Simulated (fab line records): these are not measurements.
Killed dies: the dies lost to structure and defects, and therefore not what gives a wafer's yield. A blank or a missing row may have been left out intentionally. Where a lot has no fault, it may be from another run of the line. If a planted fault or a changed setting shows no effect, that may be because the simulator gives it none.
Shared-tool check ; flow gf180mcu ; Sample size 12 lots and 36 wafers

THE REASON FOR OPENING IT
GF_HV_LDD_TW_MEAS_23, reading HV_LDD_2_TW: flagged on 1 of 12 lots. No-fault wafers: 1045, standard deviation 11.
Rule: a lot is flagged when every wafer of it that has a number lies more than 4 standard deviations from that mean, or none has a number. All remaining lots are regarded as sound.

lot;measured;on;HV_LDD_2_TW, wafer by wafer;flag
L170;day 10 13:30;film_metro-03;1027 1023 1030;
L171;day 10 22:20;film_metro-03;1024 1027 1026;
L172;day 11 06:22;film_metro-01;1063 1050 1057;
L173;day 11 13:28;film_metro-03;1037 1028 1028;
L181;day 15 00:42;film_metro-03;30 29 30;FLAGGED
L186;day 15 22:45;film_metro-01;1056 1051 1058;
L188;day 16 12:51;film_metro-01;1058 1056 1058;
L187;day 16 13:17;film_metro-04;1052 1048 1048;
L189;day 16 18:47;film_metro-04;1052 1049 1047;
L190;day 17 00:24;film_metro-03;1042 1042 1036;
L192;day 17 16:26;film_metro-04;1047 1049 1046;
L193;day 18 01:34;film_metro-01;1054 1059 1059;
The mean of the flagged lots' numbers is 30, -1015 from the usual (-92 standard deviations).

TOOL THAT RAN EACH LOT
The record holds 1 process step before the reading, out of a route of 602 steps. Read each cell as the tool, then ch plus the chambers that the sampled wafers visited, then the start.
lot;flag;GF_HV_LDD_EXPOSE_16
L170;;iline_stepper-01 ch 0, day 10 04:19
L171;;iline_stepper-01 ch 0, day 10 12:49
L172;;iline_stepper-02 ch 0, day 10 20:55
L173;;iline_stepper-02 ch 0, day 11 04:07
L181;FLAGGED;iline_stepper-01 ch 0, day 14 13:28
L186;;iline_stepper-02 ch 0, day 15 11:26
L188;;iline_stepper-01 ch 0, day 16 01:34
L187;;iline_stepper-02 ch 0, day 16 01:54
L189;;iline_stepper-01 ch 0, day 16 07:40
L190;;iline_stepper-01 ch 0, day 16 13:23
L192;;iline_stepper-02 ch 0, day 17 05:03
L193;;iline_stepper-02 ch 0, day 17 14:02
These steps, and what they do:
- GF_HV_LDD_EXPOSE_16: exposes mask Pplus LV AREA, target cd 400 nm.
- GF_HV_LDD_TW_MEAS_23

FLAGGED OVER TOTAL, TOOL BY TOOL (the gauges that took the reading come last)
step;tool;lots run;flagged;share of the flagged lots;sound lots run after its first flagged lot
GF_HV_LDD_EXPOSE_16;iline_stepper-01;6;1;all;3 (L188,L189,L190)
GF_HV_LDD_EXPOSE_16;iline_stepper-02;6;0;none;-
GF_HV_LDD_TW_MEAS_23;film_metro-01;4;0;none;-
GF_HV_LDD_TW_MEAS_23;film_metro-03;5;1;all;1 (L190)
GF_HV_LDD_TW_MEAS_23;film_metro-04;3;0;none;-

WHAT THE TABLE PERMITS
iline_stepper-01 at GF_HV_LDD_EXPOSE_16 and film_metro-03 at GF_HV_LDD_TW_MEAS_23 are the 2 rows of the table that ran each flagged lot.
- iline_stepper-01 at GF_HV_LDD_EXPOSE_16: 1 of its 6 lots flagged. Lots that were sound ran on it after the first flagged one (L188, L189, L190); a persistent fault on the entire tool would not allow that.
- film_metro-03 at GF_HV_LDD_TW_MEAS_23: 1 of its 5 lots flagged. Lots that were sound ran on it after the first flagged one (L190); a persistent fault on the entire tool would not allow that.
Every row of the table either missed a flagged lot or ran a sound lot after the first.

WHAT THE SIMULATOR PUT IN
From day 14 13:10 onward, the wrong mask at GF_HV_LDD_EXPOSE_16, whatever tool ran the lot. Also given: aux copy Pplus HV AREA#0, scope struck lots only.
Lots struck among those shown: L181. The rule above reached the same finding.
